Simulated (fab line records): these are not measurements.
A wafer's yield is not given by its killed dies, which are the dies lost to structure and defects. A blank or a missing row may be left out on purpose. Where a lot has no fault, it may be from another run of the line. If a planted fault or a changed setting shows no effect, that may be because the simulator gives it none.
Comparing a struck lot with a sound one || flow sfq_line || 43 out of 325 route steps
Sound: the wafers L467.1, L467.2, L467.5. Struck: wafers L471.1, L471.3, L471.4. The cause comes at the end.
For every step that has rows: the tool of each side, followed by ch and its chambers, followed by its first start. Under that, the readings that differ: sound wafers || struck wafers || difference of the means || sigmas: that difference in standard deviations of wafers without a fault.
alike: readings with means less than 2 such deviations apart, plus words and numbers identical on both sides. not compared: withheld readings, readings lacking a value on some wafer, bounds such as >300 that could conceal the same value, and numbers that have no deviation in the record and whose values overlap.
A row with sigmas, a row that says differs or no value, or rows on one side alone: a step with any of these is where the two part. Numbers that have no deviation but don't overlap get no sigmas and don't part them. A reading missing from all wafers of one side parts the sides only when that side holds two or more wafers.

first, 6 steps without rows for these wafers: SFQ_TRILAYER_M4_LITHO_COAT_098 (resist thk 62 nm); SFQ_TRILAYER_M4_LITHO_COAT_093 (resist thk 600 nm); SFQ_TRILAYER_M4_LITHO_SOFTBAKE_097; SFQ_TRILAYER_M4_LITHO_EXPOSE_094 (exposes mask M4, target cd 500 nm); SFQ_TRILAYER_M4_LITHO_PEB_096 (peb time 60 s); SFQ_TRILAYER_M4_LITHO_DEVELOP_095 (time 60 s).
SFQ_M4_OVL_MEAS_926:
  sound on overlay-01, day 52 12:24; struck on overlay-01, day 59 05:17
{"reading": "M4_OVL (nm)", "sound": "-2 -5 -5", "struck": "9 11 5", "difference": "+12", "sigmas": "+3"}
then, 2 steps without rows for these wafers: SFQ_TRILAYER_M4_BARC_OPEN_METAL_ETCH_123 (etches BARC in O2, target depth 125 nm, time 41.7 s); SFQ_TRILAYER_M4_ETCH_METAL_ETCH_096 (etches Nb in Cl2/Ar, stops on SiO2, target depth 240 nm, time 120 s).
SFQ_TRILAYER_M4_STRIP_STRIP_097: strips in O2.
  sound on rie_metal-02 ch 0,1, day 52 12:37; struck on rie_metal-03 ch 0,1, day 59 05:30
  alike: drypump_motor_current_A, oes_product_au
  not compared: rf_hours_counter_h
then, 2 steps without rows for these wafers: SFQ_TRILAYER_M4_STRIP_SOLV_CLEAN_098 (cleans in NMP, time 600 s); SFQ_TRILAYER_I4_DEP_PECVD_099 (deposits SiO2 from SiH4/N2O, time 111.11 s, target thk 500 nm).
SFQ_TRILAYER_I4_CMP_CMP_100: polishes SiO2.
  sound on cmp-02 ch 0,1, day 52 14:20; struck on cmp-01 ch 1,2,3, day 59 09:38
{"reading": "time_to_endpoint_s (s)", "sound": "214 208 217", "struck": "277 273 284", "difference": "+65", "sigmas": "+10"}
{"reading": "model.SiO2_of_TRILAYER_I4_DEP_PECVD_099.thk_nm (nm)", "sound": "201.5 201.3 202.5", "struck": "304.2 304.3 307.5", "difference": "+103.6", "sigmas": ""}
  alike: motor_current_A
SFQ_I4_BOW_MEAS_927:
  sound on film_metro-04, day 52 16:50; struck on film_metro-02, day 59 12:08
  alike: I4_BOW
SFQ_TRILAYER_I4_METRO_MEASURE_101:
  sound on film_metro-04, day 52 16:57; struck on film_metro-02, day 59 12:16
{"reading": "thk_nm (nm)", "sound": "201.6 201.4 202.4", "struck": "304.0 304.2 307.5", "difference": "+103.4", "sigmas": "+99 or more"}
then, 6 steps without rows for these wafers: SFQ_TRILAYER_I4_VIA_LITHO_COAT_108 (resist thk 62 nm); SFQ_TRILAYER_I4_VIA_LITHO_COAT_103 (resist thk 658.7 nm); SFQ_TRILAYER_I4_VIA_LITHO_SOFTBAKE_107; SFQ_TRILAYER_I4_VIA_LITHO_EXPOSE_104 (exposes mask I4, target cd 700 nm); SFQ_TRILAYER_I4_VIA_LITHO_PEB_106 (peb time 60 s); SFQ_TRILAYER_I4_VIA_LITHO_DEVELOP_105 (time 60 s).
SFQ_I4_OVL_MEAS_928:
  sound on overlay-01, day 53 19:33; struck on overlay-01, day 59 17:49
  alike: I4_OVL
SFQ_TRILAYER_I4_VIA_BARC_OPEN_VIA_ETCH_146: etches BARC in O2, target depth 125 nm, time 41.7 s.
  sound on rie_diel-01 ch 0,1,2, day 53 19:35; struck on rie_diel-01 ch 0,1,2, day 59 17:51
  alike: drypump_motor_current_A, oes_product_au
  not compared: rf_hours_counter_h
SFQ_TRILAYER_I4_VIA_ETCH_VIA_ETCH_106: etches SiO2 in CHF3, stops on Nb, target depth 260 nm.
  sound on rie_diel-01 ch 0,1,2, day 53 19:38; struck on rie_diel-01 ch 0,1,2, day 59 17:53
{"reading": "oes_product_au (a.u.)", "sound": "0.853 0.860 0.858", "struck": "0.987 0.989 0.999", "difference": "+0.135", "sigmas": "+27"}
{"reading": "model.etch.depth_nm (nm)", "sound": "201.5 201.3 202.5", "struck": "258.1 256.3 260.7", "difference": "+56.6", "sigmas": ""}
{"reading": "model.I4.feature_depth_nm (nm)", "sound": "201.5 201.3 202.5", "struck": "258.1 256.3 260.7", "difference": "+56.6", "sigmas": ""}
  alike: drypump_motor_current_A
SFQ_TRILAYER_I4_VIA_STRIP_STRIP_107: strips in O2.
  sound on rie_metal-03 ch 0,1, day 53 19:44; struck on rie_metal-02 ch 0,1, day 59 18:00
  alike: drypump_motor_current_A, oes_product_au
  not compared: rf_hours_counter_h
then, 5 steps without rows for these wafers: SFQ_TRILAYER_I4_VIA_STRIP_SOLV_CLEAN_108 (cleans in NMP, time 600 s); SFQ_TRILAYER_JJ_TRILAYER_DEP_PRE_CLEAN_113 (time 22.5 s); SFQ_TRILAYER_JJ_TRILAYER_DEP_SPUTTER_109 (material Nb, target thk 150 nm, time 100 s); SFQ_TRILAYER_JJ_TRILAYER_DEP_SPUTTER_110 (material Al, target thk 8 nm, time 10 s); SFQ_TRILAYER_JJ_TRILAYER_DEP_AL_OXIDATION_111 (oxidation time 600 s).
SFQ_TRILAYER_JJ_TRILAYER_DEP_SPUTTER_112: material Nb, target thk 170 nm, time 113.3 s.
  sound on pvd_sputter-04, day 53 21:38; struck on pvd_sputter-06, day 59 20:02
  alike: throttle_valve_pct
SFQ_JJ_RS_MEAS_929: uses a four-point probe to measure.
  sound on film_metro-04, day 53 21:43; struck on film_metro-04, day 59 20:08
  alike: JJ_NB_RS
then, 6 steps without rows for these wafers: SFQ_TRILAYER_JJ_CE_LITHO_COAT_119 (resist thk 62 nm); SFQ_TRILAYER_JJ_CE_LITHO_COAT_114 (resist thk 608.3 nm); SFQ_TRILAYER_JJ_CE_LITHO_SOFTBAKE_118; SFQ_TRILAYER_JJ_CE_LITHO_EXPOSE_115 (exposes mask J5, target cd 700 nm); SFQ_TRILAYER_JJ_CE_LITHO_PEB_117 (peb time 60 s); SFQ_TRILAYER_JJ_CE_LITHO_DEVELOP_116 (time 60 s).
SFQ_JJ_OVL_MEAS_931:
  sound on overlay-02, day 54 00:09; struck on overlay-01, day 60 01:01
{"reading": "J5_OVL (nm)", "sound": "3 6 -4", "struck": "-11 -2 -11", "difference": -10, "sigmas": -2}
SFQ_TRILAYER_JJ_CE_METRO_MEASURE_117:
  sound on cd_sem-02, day 54 00:11; struck on cd_sem-02, day 60 01:03
  alike: cd_nm
then, 1 step without rows for these wafers: SFQ_TRILAYER_JJ_CE_BARC_OPEN_RIE_150 (chemistry O2, target BARC, target depth 240 nm, time 80 s).
SFQ_TRILAYER_M5_ETCH_METAL_ETCH_126: etches Nb in Cl2/BCl3, stops on SiO2, time 203.2 s, target depth 265 nm.
  sound on rie_metal-04 ch 0,1, day 59 01:28; struck on rie_metal-04 ch 0,1, day 60 06:06
{"reading": "model.SiO2_of_TRILAYER_I4_DEP_PECVD_099.thk_nm (nm)", "sound": "181.8 181.6 182.7", "struck": "284.4 284.3 287.7", "difference": "+103.4", "sigmas": ""}
  alike: drypump_motor_current_A, oes_product_au
  not compared: rf_hours_counter_h
-- the record jumps here: 30 days lie between the struck wafers' starts before and after --
SFQ_M8_BOW_MEAS_951:
  sound on film_metro-03, day 88 17:58; struck on film_metro-03, day 89 19:01
{"reading": "model.etest.i4.link_ohm", "sound": "2.157 2.16 2.15", "struck": "1e+06 1e+06 1e+06", "difference": "+1e+06", "sigmas": ""}
  alike: M8_BOW

## WHERE THEY PART
At SFQ_M4_OVL_MEAS_926 first; at SFQ_JJ_OVL_MEAS_931 last (within this record only). Later steps at which nothing parts them and some readings are alike: SFQ_TRILAYER_JJ_CE_METRO_MEASURE_117, SFQ_TRILAYER_M5_ETCH_METAL_ETCH_126, SFQ_M8_BOW_MEAS_951.

WHY: what had been put in by the simulator
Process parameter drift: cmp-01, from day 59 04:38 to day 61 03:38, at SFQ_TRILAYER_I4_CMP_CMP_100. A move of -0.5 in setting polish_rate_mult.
